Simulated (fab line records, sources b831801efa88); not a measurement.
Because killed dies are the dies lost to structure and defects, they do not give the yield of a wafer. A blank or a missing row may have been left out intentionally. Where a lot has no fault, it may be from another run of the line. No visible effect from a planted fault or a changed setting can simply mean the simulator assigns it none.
Which tool is to blame? / flow gf180mcu / Sampling: 13 lots, 39 wafers, 3 of 602 route steps

WHAT THE GAUGES SHOWED, per wafer
GF_CONTACT_THK_MEAS_01. Usual: CONTACT_CVD_00_THK 298.9 nm, standard deviation 2.5.
lot=L523; measured=day 15 06:47; on=filmMetro-02; CONTACT_CVD_00_THK (nm)=298.7 300.4 294.9; flag=
lot=L525; measured=day 15 18:34; on=filmMetro-04; CONTACT_CVD_00_THK (nm)=301.9 302.8 299.5; flag=
lot=L526; measured=day 16 04:04; on=filmMetro-02; CONTACT_CVD_00_THK (nm)=297.5 296.5 297.8; flag=
lot=L527; measured=day 16 10:25; on=filmMetro-01; CONTACT_CVD_00_THK (nm)=297.3 300.4 304.0; flag=
lot=L528; measured=day 16 20:29; on=filmMetro-04; CONTACT_CVD_00_THK (nm)=296.5 298.0 299.5; flag=
lot=L529; measured=day 17 05:16; on=filmMetro-04; CONTACT_CVD_00_THK (nm)=297.2 294.1 296.7; flag=
lot=L530; measured=day 17 17:25; on=filmMetro-02; CONTACT_CVD_00_THK (nm)=300.3 297.2 298.3; flag=
lot=L532; measured=day 18 11:04; on=filmMetro-01; CONTACT_CVD_00_THK (nm)=300.0 297.8 301.3; flag=
lot=L535; measured=day 19 16:13; on=filmMetro-04; CONTACT_CVD_00_THK (nm)=301.8 299.4 301.5; flag=
lot=L536; measured=day 19 17:09; on=filmMetro-01; CONTACT_CVD_00_THK (nm)=299.1 298.1 295.2; flag=
lot=L541; measured=day 21 14:34; on=filmMetro-02; CONTACT_CVD_00_THK (nm)=297.8 294.1 293.6; flag=
lot=L545; measured=day 23 10:47; on=filmMetro-02; CONTACT_CVD_00_THK (nm)=299.1 299.7 298.9; flag=
lot=L546; measured=day 23 19:04; on=filmMetro-02; CONTACT_CVD_00_THK (nm)=302.4 297.4 298.5; flag=

GF_M2_CD_MEAS_14: target cd 280 nm. Usual: 280.1 nm for cdNm, sd 1.3.
lot=L523; measured=day 19 09:44; on=cdSem-02; cdNm (nm)=279.5 278.8 278.8; flag=
lot=L525; measured=day 19 23:21; on=cdSem-02; cdNm (nm)=280.4 281.0 281.7; flag=
lot=L526; measured=day 20 07:10; on=cdSem-01; cdNm (nm)=282.7 282.5 282.2; flag=
lot=L527; measured=day 20 15:15; on=cdSem-02; cdNm (nm)=281.9 282.6 281.8; flag=
lot=L528; measured=day 21 01:37; on=cdSem-01; cdNm (nm)=279.2 279.8 279.2; flag=
lot=L529; measured=day 21 11:30; on=cdSem-02; cdNm (nm)=279.6 279.6 281.2; flag=
lot=L530; measured=day 22 00:59; on=cdSem-02; cdNm (nm)=280.4 280.5 280.6; flag=
lot=L532; measured=day 22 17:30; on=cdSem-01; cdNm (nm)=279.0 279.1 279.3; flag=
lot=L535; measured=day 23 20:15; on=cdSem-01; cdNm (nm)=278.2 278.6 279.3; flag=
lot=L536; measured=day 23 21:38; on=cdSem-02; cdNm (nm)=279.6 279.4 279.8; flag=
lot=L541; measured=day 25 15:10; on=cdSem-02; cdNm (nm)=280.5 280.7 280.4; flag=
lot=L545; measured=day 27 05:37; on=cdSem-01; cdNm (nm)=278.3 279.2 280.9; flag=
lot=L546; measured=day 27 13:27; on=cdSem-02; cdNm (nm)=280.3 281.2 282.1; flag=

WHICH TOOL RAN EACH LOT (tool, then ch and the chambers of the sampled wafers, then the start)
lot=L523; GF_DUAL_GATE_EXPOSE_08=ilineStepper-02 ch 0, day 7 17:40
lot=L525; GF_DUAL_GATE_EXPOSE_08=ilineStepper-02 ch 0, day 8 08:40
lot=L526; GF_DUAL_GATE_EXPOSE_08=ilineStepper-02 ch 0, day 8 17:38
lot=L527; GF_DUAL_GATE_EXPOSE_08=ilineStepper-01 ch 0, day 8 21:32
lot=L528; GF_DUAL_GATE_EXPOSE_08=ilineStepper-02 ch 0, day 9 07:01
lot=L529; GF_DUAL_GATE_EXPOSE_08=ilineStepper-02 ch 0, day 9 11:43
lot=L530; GF_DUAL_GATE_EXPOSE_08=ilineStepper-01 ch 0, day 9 22:41
lot=L532; GF_DUAL_GATE_EXPOSE_08=ilineStepper-01 ch 0, day 10 07:32
lot=L535; GF_DUAL_GATE_EXPOSE_08=ilineStepper-02 ch 0, day 11 06:16
lot=L536; GF_DUAL_GATE_EXPOSE_08=ilineStepper-02 ch 0, day 11 10:42
lot=L541; GF_DUAL_GATE_EXPOSE_08=ilineStepper-01 ch 0, day 12 21:48
lot=L545; GF_DUAL_GATE_EXPOSE_08=ilineStepper-01 ch 0, day 14 16:27
lot=L546; GF_DUAL_GATE_EXPOSE_08=ilineStepper-02 ch 0, day 14 22:13
- GF_DUAL_GATE_EXPOSE_08: exposes mask Dualgate, target cd 700 nm.

AS READ BY THE TOOLS THEMSELVES (means over the sampled wafers that have a number; for cases with no such wafer, the mark the record gives instead)
GF_DUAL_GATE_EXPOSE_08. Usual: exposureDoseMJCm2 140.05, standard deviation 0.14; stageVelMmS 499.99 mm/s, standard deviation 0.24.
lot=L523; tool=ilineStepper-02; exposureDoseMJCm2=140.07; stageVelMmS (mm/s)=499.80; flag=
lot=L525; tool=ilineStepper-02; exposureDoseMJCm2=139.93; stageVelMmS (mm/s)=499.95; flag=
lot=L526; tool=ilineStepper-02; exposureDoseMJCm2=139.97; stageVelMmS (mm/s)=500.05; flag=
lot=L527; tool=ilineStepper-01; exposureDoseMJCm2=139.86; stageVelMmS (mm/s)=500.05; flag=
lot=L528; tool=ilineStepper-02; exposureDoseMJCm2=139.92; stageVelMmS (mm/s)=499.94; flag=
lot=L529; tool=ilineStepper-02; exposureDoseMJCm2=140.03; stageVelMmS (mm/s)=500.26; flag=
lot=L530; tool=ilineStepper-01; exposureDoseMJCm2=140.15; stageVelMmS (mm/s)=499.95; flag=
lot=L532; tool=ilineStepper-01; exposureDoseMJCm2=140.05; stageVelMmS (mm/s)=499.82; flag=
lot=L535; tool=ilineStepper-02; exposureDoseMJCm2=139.87; stageVelMmS (mm/s)=499.97; flag=
lot=L536; tool=ilineStepper-02; exposureDoseMJCm2=139.98; stageVelMmS (mm/s)=500.17; flag=
lot=L541; tool=ilineStepper-01; exposureDoseMJCm2=130.72; stageVelMmS (mm/s)=500.11; flag=OFF
lot=L545; tool=ilineStepper-01; exposureDoseMJCm2=131.07; stageVelMmS (mm/s)=499.98; flag=OFF
lot=L546; tool=ilineStepper-02; exposureDoseMJCm2=140.11; stageVelMmS (mm/s)=500.18; flag=

THE ANSWER, worked out from the rows above alone
Rule: take the mean of a lot's wafers that have a number; if it is more than 3 standard deviations from the usual mean, the lot is off. A lot without any number at a reading at which 4 lots or more have one is off too. All remaining lots with rows at the step are treated as sound. Order of review: gauges by route order, followed by the tools' own readings, for which a lot's mean as printed above is used. The first step at which some lot is off is used, and at that step the reading that is off furthest; a lot without a number counts as furthest.
Off, at GF_DUAL_GATE_EXPOSE_08 on exposureDoseMJCm2: L541, L545.
A tool fits if, at that step or a process step before it, it ran every lot that is off, and no sound lot after the first of them. One candidate fits, namely ilineStepper-01 at GF_DUAL_GATE_EXPOSE_08. Its last sound lot is L532 (day 10 07:32), its first lot that is off L541 (day 12 21:48): a fault that began between those two fits.
On the lots that are off, the tool's own readings at GF_DUAL_GATE_EXPOSE_08 differ by more than 5 times the standard deviation of the sound lots' means, which bears it out; exposureDoseMJCm2 reads 130.89 there versus 139.99 on the sound lots.

WHAT THE SIMULATOR HAD PUT IN
Process parameters drifting: ilineStepper-01 at GF_DUAL_GATE_EXPOSE_08, beginning at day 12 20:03. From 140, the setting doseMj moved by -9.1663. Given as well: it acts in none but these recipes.
Shown lots that were struck: L541, L545. The rule given above showed the same thing.
